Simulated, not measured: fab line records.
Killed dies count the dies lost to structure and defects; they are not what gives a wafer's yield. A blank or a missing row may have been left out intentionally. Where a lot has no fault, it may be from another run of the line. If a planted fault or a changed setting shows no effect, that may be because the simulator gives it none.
Which of the tools did it?	flow sky130	6 lots with 17 wafers sampled at 2 steps, on a route of 708 steps

== WHAT THE GAUGES SHOWED, per wafer ==
SKY_CONTACT_THK_MEAS_26: measures by xrf.
lot	measured	on	CONTACT_W_THK (nm)
L635	day 31 20:28	filmMetro-01	348 353 347
L637	day 33 10:04	filmMetro-04	346 346 345
L639	day 33 16:59	filmMetro-04	340 343 348
L650	day 37 13:17	filmMetro-03	344 346 345
L646	day 37 18:08	filmMetro-04	375 353
L654	day 38 10:59	filmMetro-04	352 350 347

== EACH LOT AND THE TOOL THAT RAN IT (in order: tool; ch and the chambers of the sampled wafers; start) ==
lot	SKY_CONTACT_CVD_24
L635	cvdW-02 ch 0,1, day 31 20:14
L637	cvdW-01 ch 0,1, day 33 09:50
L639	cvdW-01 ch 0,1, day 33 16:46
L650	cvdW-02 ch 1, day 37 12:57
L646	cvdW-01 ch 0,1, day 37 17:55
L654	cvdW-02 ch 1, day 38 10:46
- SKY_CONTACT_CVD_24: deposits W, target thk 340 nm, time 102.12 s.

== THE ANSWER, worked out from the rows above alone ==
Rule: the lots themselves supply what counts as usual. The widest of any qualifying gaps counts: lots, ordered by their means at a reading, are off when they make up no more than a third of the lots, leave a main group of 4 or more, and stand apart from it by 3 or more times the standard deviation of that group's means. A main group whose means are all the same, to the digits that the tables above print for the reading, isn't used. Also off: a lot with no number at a reading for which 4 or more lots have one. Any other lot the step has rows for is counted as sound.
Off: L646, at SKY_CONTACT_THK_MEAS_26 (CONTACT_W_THK). Mean 347 nm and standard deviation 2.4 in the main group.
A tool fits if, at a process step before that reading, it ran every lot that is off, and no sound lot after the first of them. Gauges at SKY_CONTACT_THK_MEAS_26: tried the same way as those tools. One fits: SKY_CONTACT_CVD_24 on cvdW-01. Its last sound lot is L639 (day 33 16:46), its first lot that is off L646 (day 37 17:55): a fault that began between those two fits.

== WHAT THE SIMULATOR PUT IN ==
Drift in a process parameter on cvdW-01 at SKY_CONTACT_CVD_24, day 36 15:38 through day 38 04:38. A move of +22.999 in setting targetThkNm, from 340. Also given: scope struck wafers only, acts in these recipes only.
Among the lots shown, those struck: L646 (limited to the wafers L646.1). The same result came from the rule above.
